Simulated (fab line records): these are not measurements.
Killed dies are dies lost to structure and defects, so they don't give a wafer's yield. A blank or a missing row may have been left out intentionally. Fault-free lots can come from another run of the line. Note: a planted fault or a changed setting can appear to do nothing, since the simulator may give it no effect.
fab line records -- flow sky130
record lots=6, wafers=18, last-day=50
route steps=708 shown LOCAL_INTERCONNECT@390 PAD_OPEN@708
lots with no fault: from the same line, run without faults
start-h: the number of hours between the record's first day and the start of the first shown wafer of the lot -- wait-h: hours from the lot's prior step to this one -- " identical to the entry in the row above -- L1.1+2: several wafers, shown together as one row -- - no value present, or no start provided -- * or withheld: withheld -- < > ~ a bound
route shown NAME@n: NAME is a module with steps in the file, n the number in the route of the first one -- usual: mean/standard deviation taken from wafers without a fault -- same: alike in all rows -- chamber/n: place in a boat -- sites: readings site by site -- _std_site: the standard deviation of these -- _edge_site: inner sites' mean taken away from outer sites' mean -- radius-mm: for every site, how far away it sits from the centre of the wafer -- mask NAME#n: copy n -- behind: the last tool/chamber to shape the wafer -- hold: the reason the lot was held/the length of the hold in hours/how it ended -- device: whichever transistor did not switch (one of n, p or np) -- end of line: the same wafers' tests at the end of the route -- a step without rows: its recipe alone -- killed: not the wafer's yield, but the dies lost to structure and defects at the first sort -- map: a wafer's dies, marking killed ones x, the rest . and places with no die _
set.NAME: setting as actually run; set.NAME@STEP: the setting as run at that earlier step -- model.NAME: the simulator's own value behind a step, which no gauge read
a table for each step, a row for each wafer; lots at some steps of the route
services: the hour from which a tool's chamber was out of use, counted from the record's first day as start-h (under 0 if before that day), plus the number of hours and why
## steps
# step SKY_LOCAL_INTERCONNECT_DEHYDRATE_03
# recipe temp-c=200, time-s=60
# step SKY_LOCAL_INTERCONNECT_HMDS_04
# recipe prime-time-s=60, prime-temp-c=120
# step SKY_LOCAL_INTERCONNECT_COAT_05
# recipe resist=BARC, temp-c=withheld, time-s=withheld, spin-rpm=3000, resist-thk-nm=60
# step SKY_LOCAL_INTERCONNECT_COAT_06
# recipe resist=KrF-thick, spin-rpm=3000, resist-thk-nm=450
# step SKY_LOCAL_INTERCONNECT_SOFTBAKE_07
# recipe temp-c=100, time-s=90, resist=KrF-thick
# step SKY_LOCAL_INTERCONNECT_EXPOSE_08
# recipe mask-id=LI1M, na=0.8, source-shape=annular, sigma-inner=0.55, sigma-outer=0.85, target-cd-nm=170, dose-mj=28
# step SKY_LOCAL_INTERCONNECT_PEB_09
# recipe peb-temp-c=withheld, peb-time-s=withheld, resist=KrF-thick
# step SKY_LOCAL_INTERCONNECT_DEVELOP_10
# recipe develop-time-s=60, resist=KrF-thick, dev-temp-c=21
# step SKY_LOCAL_INTERCONNECT_CD_MEAS_11
# recipe target-cd-nm=170
# usual cd-nm=170.3/1.3
lot.wafer,tool,chamber,start-h,wait-h,cd-nm
L251.4,cd-sem-02,-,709.51,-,170.8
L251.5,cd-sem-02,-,709.51,-,170.6
L251.6,cd-sem-02,-,709.51,-,171.0
L252.2,cd-sem-01,-,721.02,-,170.1
L252.3,cd-sem-01,-,721.02,-,170.7
L252.4,cd-sem-01,-,721.02,-,171.6
L254.1,cd-sem-01,-,740.85,-,171.5
L254.2,cd-sem-01,-,740.85,-,170.0
L254.4,cd-sem-01,-,740.85,-,170.9
L260.1,cd-sem-01,-,815.45,-,170.0
L260.2,cd-sem-01,-,815.45,-,170.1
L260.3,cd-sem-01,-,815.45,-,171.9
L272.1,cd-sem-02,-,880.00,-,169.5
L272.5,cd-sem-02,-,880.00,-,170.4
L272.6,cd-sem-02,-,880.00,-,169.8
L273.1,cd-sem-02,-,882.25,-,171.0
L273.3,cd-sem-02,-,882.25,-,172.1
L273.4,cd-sem-02,-,882.25,-,171.0
# step SKY_LOCAL_INTERCONNECT_OVL_MEAS_12
# usual LOCAL_INTERCONNECT_OVL=1/6.3
lot.wafer,tool,chamber,start-h,wait-h,LOCAL_INTERCONNECT_OVL[nm]
L251.4,overlay-02,-,709.59,0.1,0
L251.5,overlay-02,-,709.59,0.1,12
L251.6,overlay-02,-,709.59,0.1,3
L252.2,overlay-02,-,721.13,0.1,2
L252.3,overlay-02,-,721.13,0.1,6
L252.4,overlay-02,-,721.13,0.1,6
L254.1,overlay-01,-,740.97,0.1,-1
L254.2,overlay-01,-,740.97,0.1,8
L254.4,overlay-01,-,740.97,0.1,1
L260.1,overlay-02,-,815.57,0.1,2
L260.2,overlay-02,-,815.57,0.1,-1
L260.3,overlay-02,-,815.57,0.1,-8
L272.1,overlay-01,-,880.12,0.1,10
L272.5,overlay-01,-,880.12,0.1,5
L272.6,overlay-01,-,880.12,0.1,8
L273.1,overlay-01,-,882.37,0.1,-15
L273.3,overlay-01,-,882.37,0.1,-10
L273.4,overlay-01,-,882.37,0.1,-4
# step SKY_LOCAL_INTERCONNECT_ETCH_13
# recipe chemistry=N2/H2, target=BARC, ion-energy-ev=200, bias-w=100, pressure-mtorr=30, n2-flow-sccm=100, h2-flow-sccm=200, icp-w=500, stop-on=SiO2, time-s=45.9, target-depth-a=600
# usual drypump-motor-current-A=5.76/0.27, oes-product-au=0.855/0.0045, throttle-valve-pct=13.225/0.0092
lot.wafer,tool,chamber,start-h,wait-h,drypump-motor-current-A,oes-product-au,rf-hours-counter-h,throttle-valve-pct
L251.4,rie-metal-04,1,709.63,0.0,5.21,0.853,-,13.234
L251.5,rie-metal-04,1,709.63,0.0,5.21,0.854,-,13.226
L251.6,rie-metal-04,0,709.63,0.0,6.28,0.845,-,13.240
L252.2,rie-metal-03,1,721.16,0.0,5.72,0.857,4,13.215
L252.3,rie-metal-03,1,721.16,0.0,5.69,0.855,-,13.208
L252.4,rie-metal-03,0,721.16,0.0,5.83,0.856,-,13.220
L254.1,rie-metal-03,0,741.01,0.0,5.83,0.854,16,13.215
L254.2,rie-metal-03,1,741.01,0.0,5.75,0.854,5,13.227
L254.4,rie-metal-03,0,741.01,0.0,5.82,0.852,-,13.228
L260.1,rie-metal-04,1,815.61,0.0,5.21,0.849,3,13.217
L260.2,rie-metal-04,0,815.61,0.0,6.27,0.848,2,13.241
L260.3,rie-metal-04,1,815.61,0.0,5.21,0.857,-,13.219
L272.1,rie-metal-04,1,880.16,0.0,5.20,0.846,5,13.222
L272.5,rie-metal-04,0,880.16,0.0,6.31,0.851,-,13.215
L272.6,rie-metal-04,1,880.16,0.0,5.19,0.852,-,13.231
L273.1,rie-metal-01,0,882.41,0.0,5.84,0.850,13,13.231
L273.3,rie-metal-01,0,882.41,0.0,5.82,0.851,-,13.236
L273.4,rie-metal-01,1,882.41,0.0,5.71,0.861,-,13.225
# step SKY_LOCAL_INTERCONNECT_METAL_ETCH_14
# recipe target-depth-nm=110, stop-on=PSG, chemistry=Cl2/BCl3, target=TiN, resist-sidewall-deg=88, pressure-mtorr=10, icp-w=900, bias-w=48.5, Cl2_flow_sccm=60, bcl3-flow-sccm=30, time-s=31.4
# usual drypump-motor-current-A=5.76/0.27, oes-product-au=0.943/0.0063, throttle-valve-pct=21.900/0.0093
lot.wafer,tool,chamber,start-h,wait-h,drypump-motor-current-A,oes-product-au,rf-hours-counter-h,throttle-valve-pct
L251.4,rie-metal-04,1,709.69,0.0,5.18,0.943,-,21.904
L251.5,rie-metal-04,1,709.69,0.0,5.20,0.937,-,21.905
L251.6,rie-metal-04,0,709.69,0.0,6.29,0.944,-,21.894
L252.2,rie-metal-03,1,721.22,0.0,5.74,0.929,4,21.900
L252.3,rie-metal-03,1,721.22,0.0,5.69,0.937,-,21.887
L252.4,rie-metal-03,0,721.22,0.0,5.80,0.945,-,21.882
L254.1,rie-metal-03,0,741.07,0.0,5.80,0.943,16,21.901
L254.2,rie-metal-03,1,741.07,0.0,5.72,0.947,5,21.901
L254.4,rie-metal-03,0,741.07,0.0,5.80,0.948,-,21.896
L260.1,rie-metal-04,1,815.67,0.0,5.20,0.946,3,21.892
L260.2,rie-metal-04,0,815.67,0.0,6.28,0.936,2,21.904
L260.3,rie-metal-04,1,815.67,0.0,5.19,0.947,-,21.895
L272.1,rie-metal-04,1,880.22,0.0,5.21,0.941,5,21.892
L272.5,rie-metal-04,0,880.22,0.0,6.31,0.937,-,21.918
L272.6,rie-metal-04,1,880.22,0.0,5.21,0.945,-,21.907
L273.1,rie-metal-01,0,882.47,0.0,5.82,0.961,13,21.888
L273.3,rie-metal-01,0,882.47,0.0,5.78,0.941,-,21.883
L273.4,rie-metal-01,1,882.47,0.0,5.71,0.948,-,21.887
# step SKY_LOCAL_INTERCONNECT_STRIP_15
# recipe chemistry=O2/N2, power-w=1400, pressure-mtorr=1500, platen-temp-c=withheld, o2-flow-sccm=3000, n2-flow-sccm=300, overash-fraction=0.5
# usual chamber-pressure-mTorr=1500.0/1.4, drypump-motor-current-A=6.2/0.31, oes-product-au=0.427/0.0043, strip-time-to-endpoint-s=4.720/0.019
lot.wafer,tool,chamber,start-h,wait-h,chamber-pressure-mTorr,drypump-motor-current-A,oes-product-au,rf-hours-counter-h,strip-time-to-endpoint-s,model.KrF-thick_of_LOCAL_INTERCONNECT_COAT_06.thk-nm
L251.4,plasma-asher-04,0,709.75,0.1,1500.2,6.8,0.426,-,4.728,0
L251.5,plasma-asher-04,1,709.75,0.1,1501.8,5.8,0.432,-,4.725,0
L251.6,plasma-asher-04,0,709.75,0.1,1499.0,6.8,0.429,-,4.713,0
L252.2,plasma-asher-03,1,721.27,0.0,1498.7,6.0,0.426,104,4.717,0
L252.3,plasma-asher-03,0,721.27,0.0,1499.4,6.1,0.427,-,4.718,0
L252.4,plasma-asher-03,1,721.27,0.0,1498.1,6.0,0.432,-,4.725,0
L254.1,plasma-asher-04,1,741.12,0.0,1498.9,5.8,0.432,32,4.744,0
L254.2,plasma-asher-04,0,741.12,0.0,1500.1,6.8,0.426,32,4.761,0
L254.4,plasma-asher-04,0,741.12,0.0,1500.6,6.8,0.425,-,4.739,0
L260.1,plasma-asher-03,1,815.72,0.0,1497.2,6.0,0.435,5,4.741,0
L260.2,plasma-asher-03,0,815.72,0.0,1496.1,6.1,0.430,5,4.730,0
L260.3,plasma-asher-03,0,815.72,0.0,1499.7,6.1,0.427,-,4.737,0
L272.1,plasma-asher-03,0,880.27,0.0,-,-,-,-,-,347.2
L272.5,plasma-asher-03,0,880.27,0.0,-,-,-,-,-,347.9
L272.6,plasma-asher-03,1,880.27,0.0,-,-,-,-,-,346.7
L273.1,plasma-asher-02,1,882.52,0.0,-,-,-,-,-,347.3
L273.3,plasma-asher-02,1,882.52,0.0,-,-,-,-,-,347
L273.4,plasma-asher-02,0,882.52,0.0,-,-,-,-,-,344
# step SKY_LOCAL_INTERCONNECT_STRIP_16
# recipe chemistry=post-etch-residue-remover, time-s=1200, temp-c=72.5
# step SKY_PAD_OPEN_PROBE_99
# usual killed_at_M0_to_M3=43/6.7, killed_at_M4_up=3.2/1.8, killed-at-contacts=25/5.2, killed-at-front-end=15/4.4, killed-at-other=0.2/0.4, killed-dies=87/9.3, killed-on-rim=17/4, killed-open=48/7.1, killed-short=39/6
# same gross-dies=492, killed-at-back-side=0
lot.wafer,tool,chamber,start-h,wait-h,killed_at_M0_to_M3,killed_at_M4_up,killed-at-contacts,killed-at-front-end,killed-at-other,killed-dies,killed-on-rim,killed-open,killed-short
L252.2,prober-01,-,1084.18,0.1,48,5,33,11,0,97,20,52,45
L252.3,prober-01,-,1084.23,0.2,51,3,16,17,0,87,19,37,50
L252.4,prober-01,-,1084.28,0.2,39,3,31,11,0,84,14,44,40
L254.1,prober-01,-,1101.16,0.1,49,2,35,17,0,103,18,57,46
L254.2,prober-01,-,1101.21,0.1,42,10,20,15,1,88,14,50,38
L254.4,prober-01,-,1101.31,0.2,46,2,32,20,0,100,16,58,42
L260.1,prober-02,-,1158.61,0.1,48,3,17,10,0,78,16,41,37
L260.2,prober-02,-,1158.66,0.1,40,1,20,13,0,74,9,41,33
L260.3,prober-02,-,1158.71,0.2,48,2,17,16,0,83,14,44,39
L272.1,prober-01,-,1199.92,0.1,45,5,429,13,0,492,96,31,47
L272.5,prober-01,-,1200.12,0.2,30,5,446,10,1,492,96,43,28
L272.6,prober-01,-,1200.17,0.2,47,4,429,12,0,492,96,49,37
L273.1,prober-02,-,1201.42,0.1,39,5,437,11,0,492,96,52,35
L273.3,prober-02,-,1201.52,0.2,52,2,430,7,1,492,96,50,35
L273.4,prober-02,-,1201.57,0.2,36,2,443,11,0,492,96,37,38
# killed by level:class
L252.2 LI_CONTACT:geometric-particle:open=12 METAL1:geometric-particle:short=11 VIA1:geometric-particle:open=10 VIA3:geometric-particle:open=9 LOCAL_INTERCONNECT:geometric-particle:short=6 CONTACT:geometric-particle:short=6 VIA2:geometric-particle:open=5 METAL2:geometric-particle:short=5
L252.3 VIA1:geometric-particle:short=8 VIA3:geometric-particle:open=7 METAL1:geometric-particle:short=7 POLY_GATE:geometric-particle:short=6 LOCAL_INTERCONNECT:geometric-particle:short=6 VIA1:geometric-particle:open=6 CONTACT:geometric-particle:short=5 VIA3:geometric-particle:short=5
L252.4 VIA1:geometric-particle:open=10 CONTACT:geometric-particle:open=8 LI_CONTACT:geometric-particle:open=7 METAL1:geometric-particle:short=7 VIA2:geometric-particle:open=6 POLY_GATE:geometric-particle:open=5 LI_CONTACT:geometric-particle:short=5 CONTACT:geometric-particle:short=5
L254.1 CONTACT:geometric-particle:open=15 VIA1:geometric-particle:open=10 VIA2:geometric-particle:open=8 VIA3:geometric-particle:open=8 CONTACT:geometric-particle:short=6 METAL2:geometric-particle:short=6 FIELD_ISO:geometric-particle:short=5 LI_CONTACT:geometric-particle:open=5
L254.2 CONTACT:geometric-particle:open=11 VIA1:geometric-particle:open=8 METAL4:geometric-particle:short=8 VIA1:geometric-particle:short=6 VIA3:geometric-particle:open=6 METAL1:geometric-particle:short=6 METAL2:geometric-particle:short=5 FIELD_ISO:geometric-particle:open=4
L254.4 CONTACT:geometric-particle:open=13 LI_CONTACT:geometric-particle:open=10 FIELD_ISO:geometric-particle:short=9 VIA1:geometric-particle:open=9 VIA3:geometric-particle:open=7 VIA2:geometric-particle:open=7 FIELD_ISO:geometric-particle:open=6 METAL3:geometric-particle:short=5
L260.1 VIA3:geometric-particle:open=10 VIA1:geometric-particle:open=7 METAL1:geometric-particle:short=7 VIA2:geometric-particle:open=6 VIA2:geometric-particle:short=5 CONTACT:geometric-particle:open=5 POLY_GATE:geometric-particle:open=4 LI_CONTACT:geometric-particle:open=4
L260.2 VIA1:geometric-particle:open=9 CONTACT:geometric-particle:open=7 VIA2:geometric-particle:open=6 LI_CONTACT:geometric-particle:open=6 CONTACT:geometric-particle:short=4 VIA1:geometric-particle:short=4 METAL2:geometric-particle:short=4 VIA2:geometric-particle:short=4
L260.3 METAL1:geometric-particle:short=10 VIA3:geometric-particle:open=10 FIELD_ISO:geometric-particle:short=6 CONTACT:geometric-particle:open=6 VIA1:geometric-particle:open=6 VIA2:geometric-particle:open=6 LI_CONTACT:geometric-particle:open=5 FIELD_ISO:geometric-particle:open=4
L272.1 CONTACT:area-cvd=414 VIA1:geometric-particle:open=10 METAL1:geometric-particle:short=7 METAL2:geometric-particle:short=5 CONTACT:geometric-particle:open=5 VIA1:geometric-particle:short=5 METAL4:geometric-particle:short=5 POLY_GATE:geometric-particle:short=4
L272.5 CONTACT:area-cvd=421 CONTACT:geometric-particle:open=10 VIA3:geometric-particle:open=8 VIA1:geometric-particle:open=7 LI_CONTACT:geometric-particle:open=6 CONTACT:geometric-particle:short=5 POLY_GATE:geometric-particle:short=4 VIA1:geometric-particle:short=4
L272.6 CONTACT:area-cvd=406 VIA1:geometric-particle:open=18 VIA1:geometric-particle:short=7 LI_CONTACT:geometric-particle:open=7 LOCAL_INTERCONNECT:geometric-particle:short=7 VIA3:geometric-particle:open=6 CONTACT:geometric-particle:open=5 VIA2:geometric-particle:open=5
L273.1 CONTACT:area-cvd=405 CONTACT:geometric-particle:open=14 VIA3:geometric-particle:open=7 METAL2:geometric-particle:short=7 LI_CONTACT:geometric-particle:open=6 VIA1:geometric-particle:short=6 CONTACT:geometric-particle:short=6 VIA2:geometric-particle:open=5
L273.3 CONTACT:area-cvd=407 VIA2:geometric-particle:open=11 VIA1:geometric-particle:open=9 LI_CONTACT:geometric-particle:open=8 CONTACT:geometric-particle:open=8 METAL2:geometric-particle:short=6 VIA3:geometric-particle:open=6 VIA1:geometric-particle:short=5
L273.4 CONTACT:area-cvd=417 LI_CONTACT:geometric-particle:open=9 CONTACT:geometric-particle:open=8 METAL2:geometric-particle:short=7 VIA1:geometric-particle:open=5 LOCAL_INTERCONNECT:geometric-particle:short=5 METAL1:geometric-particle:short=4 METAL3:geometric-particle:short=4
# map L272.1 (x killed, . not)
__________xxxxxxxxxx_________
________xxxxxxxxxxxxxx_______
______xxxxxxxxxxxxxxxxxx_____
_____xxxxxxxxxxxxxxxxxxxx____
____xxxxxxxxxxxxxxxxxxxxxx___
___xxxxxxxxxxxxxxxxxxxxxxxx__
__xxxxxxxxxxxxxxxxxxxxxxxxxx_
_xxxxxxxxxxxxxxxxxxxxxxxxxxxx
_xxxxxxxxxxxxxxxxxxxxxxxxxxxx
_xxxxxxxxxxxxxxxxxxxxxxxxxxxx
_xxxxxxxxxxxxxxxxxxxxxxxxxxxx
_xxxxxxxxxxxxxxxxxxxxxxxxxxxx
_xxxxxxxxxxxxxxxxxxxxxxxxxxxx
_xxxxxxxxxxxxxxxxxxxxxxxxxxxx
_xxxxxxxxxxxxxxxxxxxxxxxxxxxx
__xxxxxxxxxxxxxxxxxxxxxxxxxx_
___xxxxxxxxxxxxxxxxxxxxxxxx__
____xxxxxxxxxxxxxxxxxxxxxx___
_____xxxxxxxxxxxxxxxxxxxx____
______xxxxxxxxxxxxxxxxxx_____
________xxxxxxxxxxxxxx_______
__________xxxxxxxxxx_________
# map L273.1 (x killed, . not)
__________xxxxxxxxxx_________
________xxxxxxxxxxxxxx_______
______xxxxxxxxxxxxxxxxxx_____
_____xxxxxxxxxxxxxxxxxxxx____
____xxxxxxxxxxxxxxxxxxxxxx___
___xxxxxxxxxxxxxxxxxxxxxxxx__
__xxxxxxxxxxxxxxxxxxxxxxxxxx_
_xxxxxxxxxxxxxxxxxxxxxxxxxxxx
_xxxxxxxxxxxxxxxxxxxxxxxxxxxx
_xxxxxxxxxxxxxxxxxxxxxxxxxxxx
_xxxxxxxxxxxxxxxxxxxxxxxxxxxx
_xxxxxxxxxxxxxxxxxxxxxxxxxxxx
_xxxxxxxxxxxxxxxxxxxxxxxxxxxx
_xxxxxxxxxxxxxxxxxxxxxxxxxxxx
_xxxxxxxxxxxxxxxxxxxxxxxxxxxx
__xxxxxxxxxxxxxxxxxxxxxxxxxx_
___xxxxxxxxxxxxxxxxxxxxxxxx__
____xxxxxxxxxxxxxxxxxxxxxx___
_____xxxxxxxxxxxxxxxxxxxx____
______xxxxxxxxxxxxxxxxxx_____
________xxxxxxxxxxxxxx_______
__________xxxxxxxxxx_________
## services
tool,chamber,start-h,hours,kind
plasma-asher-02,-,689.66,0.4,repair
rie-metal-04,1,712.30,-,clean
rie-metal-04,1,712.30,26.8,scheduled-down
rie-metal-04,1,712.30,26.8,vent-cycle
rie-metal-04,-,717.66,0.4,repair
plasma-asher-03,-,733.75,9.0,pm
plasma-asher-03,0,733.75,9.0,vent-cycle
plasma-asher-03,1,733.75,9.0,vent-cycle
plasma-asher-03,0,742.75,-,clean
plasma-asher-03,1,742.75,-,clean
rie-metal-04,0,743.54,-,clean
rie-metal-04,0,743.54,12.1,scheduled-down
rie-metal-04,0,743.54,12.1,vent-cycle
plasma-asher-03,-,762.65,24.4,repair
rie-metal-03,0,825.91,-,clean
rie-metal-03,0,825.91,14.1,scheduled-down
rie-metal-03,0,825.91,14.1,vent-cycle
rie-metal-04,-,833.93,28.1,pm
rie-metal-03,-,854.15,0.3,repair
plasma-asher-02,-,865.10,2.8,pm
## key
first-sign step=SKY_LOCAL_INTERCONNECT_STRIP_15, reading=tool-record, direction=missing
effect step=SKY_PAD_OPEN_PROBE_99, reading=killed-at-contacts, direction=up, sigmas=78, usual=25, struck=436
model-effect step=SKY_LOCAL_INTERCONNECT_STRIP_15, value=KrF-thick_of_LOCAL_INTERCONNECT_COAT_06.thk-nm, without=0, struck=346.7
more-kills-born-at SKY_CONTACT_CVD_00@pecvd-01=1241, SKY_CONTACT_CVD_00@pecvd-02=1229
met-at SKY_LOCAL_INTERCONNECT_STRIP_15
struck-wafers L272.1,L272.5,L272.6,L273.1,L273.3,L273.4
later-rows-left-out L272.1,L272.5,L272.6,L273.1,L273.3,L273.4
tester-left-out L272,L273
onset-between 815.72 880.27
fault kind=skipped-step-whole, tool=plasma-asher-02,plasma-asher-03, chamber=-, onset-h=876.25, steps=SKY_LOCAL_INTERCONNECT_STRIP_15, scope=struck-lots-only
# tester-left-out: of these lots the tester's yield and bins aren't shown, on N5 and GAA mostly nor the transistor test; their killed dies are dies lost to structure and defects alone, not to doping, threshold or leakage, so they don't give the yield
# later-rows-left-out: the simulator's readings of these wafers behind a module that went badly wrong aren't trusted and aren't shown, but for the sort
